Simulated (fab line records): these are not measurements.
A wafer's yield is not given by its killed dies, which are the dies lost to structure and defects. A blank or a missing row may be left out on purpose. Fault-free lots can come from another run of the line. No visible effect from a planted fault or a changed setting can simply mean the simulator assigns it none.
A struck lot beside a sound one :: flow gf180mcu :: 15 out of 602 route steps
Sound: these wafers, L457.1, L457.4, L457.6. Struck: wafer L473.6. (L473.1, L473.5 of the same lot were not struck and are left out.) The cause comes at the end.
At each step with rows: each side's tool, then ch and its chambers, then its first start. Under that, the readings that differ: sound wafers :: struck wafers :: difference of the means :: sigmas: that difference in standard deviations of wafers without a fault.
alike: readings whose means differ by less than 2 such deviations, and words and numbers that are the same on both sides. not compared: withheld readings, readings that some wafer has no value for, bounds like >300 that may hide the same value, and numbers for which the record gives no deviation and whose values overlap.
The two part at a step that has a row with sigmas, a row that says differs or no value, or rows on one side only. Numbers that don't overlap but have no deviation are shown without sigmas and don't part them. A reading that every wafer of one side lacks parts them only if that side has two wafers or more.

GF_M4_SPUTTER_04: material TiN, target thk 50 nm, time 41.7 s.
  struck on pvd_sputter-02, day 28 03:59; sound on pvd_sputter-03, day 23 01:51
  alike: throttle_valve_pct
GF_M4_RS_MEAS_05: uses a four-point probe to measure.
  struck on film_metro-04, day 28 04:02; sound on film_metro-02, day 23 01:53
  alike: M4_ALCU_RS
GF_M4_THK_MEAS_06: measures by xrf.
  struck on film_metro-04, day 28 04:09; sound on film_metro-02, day 23 02:01
  alike: M4_ALCU_THK
then, 7 steps without rows for these wafers: GF_M4_DEHYDRATE_07 (time 60 s); GF_M4_HMDS_08 (prime time 60 s); GF_M4_COAT_09 (resist thk 1000 nm); GF_M4_SOFTBAKE_10 (time 60 s); GF_M4_EXPOSE_11 (exposes mask Metal4, target cd 280 nm); GF_M4_PEB_12 (peb time 90 s); GF_M4_DEVELOP_13 (develop time 60 s).
GF_M4_CD_MEAS_14 targets a cd of 280 nm.
  struck on cd_sem-01, day 28 23:44; sound on cd_sem-01, day 24 00:01
  alike: cd_nm
GF_M4_OVL_MEAS_15:
  struck on overlay-02, day 28 23:51; sound on overlay-02, day 24 00:08
  alike: M4_OVL
GF_M4_METAL_ETCH_16: etches the open film in Cl2/BCl3, stops on SiO2, target depth 627.5 nm, time 104.6 s.
  sound on rie_metal-01 ch 0,1, day 24 00:10; struck on rie_metal-01 ch 0, day 28 23:53
reading: bias_w (W)
sound: 140.1 139.9 139.6
struck: 201.1
difference: +61.2
sigmas: +99 or more

reading: oes_product_au (a.u.)
sound: 0.978 0.978 0.972
struck: 0.957
difference: -0.019
sigmas: -3

reading: model.KrF_of_M4_COAT_09.thk_nm (nm)
sound: 729.9 736.3 729
struck: 705.3
difference: -26.4
sigmas: 
  alike: drypump_motor_current_A, throttle_valve_pct
  not compared: rf_hours_counter_h
GF_M4_STRIP_17: strips in O2/N2.
  sound on plasma_asher-02 ch 0, day 24 00:17; struck on plasma_asher-01 ch 0, day 29 00:00
reading: drypump_motor_current_A (A)
sound: 6.3 6.3 6.3
struck: 5.3
difference: -1.0
sigmas: -2

reading: heater_power_w (W)
sound: 280 284 280
struck: 354
difference: +73
sigmas: +2

reading: strip_time_to_endpoint_s (s)
sound: 7.83 7.89 7.83
struck: 7.59
difference: -0.26
sigmas: -6
  alike: n2_flow_sccm, oes_product_au
  not compared: rf_hours_counter_h
then, 1 step without rows for these wafers: GF_M4_STRIP_18 (strips in post etch residue remover, time 1200 s).

== WHERE THEY PART ==
Earliest at GF_M4_METAL_ETCH_16; latest, in this record, at GF_M4_STRIP_17.

WHY: what the simulator had put in
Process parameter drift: rie_metal-01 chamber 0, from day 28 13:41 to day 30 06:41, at GF_M4_METAL_ETCH_16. The setting bias_w was moved by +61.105, starting from 140. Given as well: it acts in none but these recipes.
